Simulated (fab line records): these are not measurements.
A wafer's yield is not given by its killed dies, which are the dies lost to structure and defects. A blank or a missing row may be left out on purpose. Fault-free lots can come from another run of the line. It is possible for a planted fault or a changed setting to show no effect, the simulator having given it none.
One fault through the eyes of 2 desks | flow sky130 | numbers are kept per desk, each desk with only its own; the story behind them comes last

## DESK OF THE TOOL OWNER: iline_stepper-02
The tool's own readings at SKY_VT_ADJUST_LVTN_EXPOSE_15 (exposes mask HVN STD DERIVED, target cd 600 nm): means of the sampled wafers that have a number, for each lot that ran on this tool. Any lot whose mean is over 4 standard deviations away from the usual mean is out of limits and marked OUT; that distance is given in the brackets.
Columns: A = reticle_temp_C at SKY_VT_ADJUST_LVTN_EXPOSE_15, usual 22.99 C
lot  | first seen here | A
L499 | day 7 14:04     | 23.14
L503 | day 8 18:23     | 23.08
L504 | day 9 02:40     | 23.06
L510 | day 10 22:47    | 22.94
L512 | day 11 07:08    | 22.94
Finding of this desk: none of the 5 lots has anything out of limits.

## FROM THE METROLOGY DESK
What the gauges read for every lot (on any tool): the sampled wafers with a number, averaged. Any lot whose mean is over 4 standard deviations away from the usual mean is out of limits and marked OUT; that distance is given in the brackets.
Columns: A = cd_nm at SKY_FIELD_ISO_CD_MEAS_13, usual 149.8 nm; B = VT_ADJUST_LVTN_01_OVL at SKY_VT_ADJUST_LVTN_OVL_MEAS_18, usual -0.3 nm; C = VT_ADJUST_LVTN_2_TW at SKY_VT_ADJUST_LVTN_TW_MEAS_21, usual 188.8
lot  | first seen here | A     | B                       | C
L499 | day 2 09:35     | 147.1 | 0.1                     | 187.8
L500 | day 2 13:48     | 149.6 | -0.4                    | 187.6
L501 | day 2 21:38     | 149.3 | 0.1                     | 188.1
L502 | day 3 02:26     | 151.1 | -0.9                    | 190.2
L503 | day 3 08:24     | 147.9 | 0.3                     | 189.3
L504 | day 3 12:20     | 149.2 | 0.2                     | 186.8
L505 | day 3 21:42     | 152.2 | -2.1                    | 190.4
L506 | day 4 00:36     | 150.1 | -0.2                    | 187.8
L510 | day 4 21:02     | 150.3 | 162.3 (+99 or more) OUT | 189.5
L512 | day 5 05:27     | 149.6 | 163.9 (+99 or more) OUT | 187.3
L519 | day 6 19:45     | 149.7 | -1.1                    | 190.1
L520 | day 7 00:29     | 153.0 | -1.3                    | 188.0
This desk's finding: out of limits on L510, L512; first on L510, day 11 10:22 (VT_ADJUST_LVTN_01_OVL at SKY_VT_ADJUST_LVTN_OVL_MEAS_18). L499, L500, L501, L502, L503, L504, L505, L506, L519, L520: within limits.

## BROUGHT TOGETHER
On L510, L512, the metrology desk was in a position to raise an alarm at day 11 10:22.
The desk of the tool owner found nothing out of limits.
Tool owner's desk: L510, L512 on record, inside its limits.
On iline_stepper-02, each named lot ran SKY_VT_ADJUST_LVTN_EXPOSE_15.

## WHAT THE SIMULATOR PUT IN
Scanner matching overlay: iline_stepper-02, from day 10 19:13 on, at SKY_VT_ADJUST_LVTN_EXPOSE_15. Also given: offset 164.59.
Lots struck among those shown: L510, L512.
Delay in hours, fault start to first out-of-limits reading, per desk: metrology desk 15.
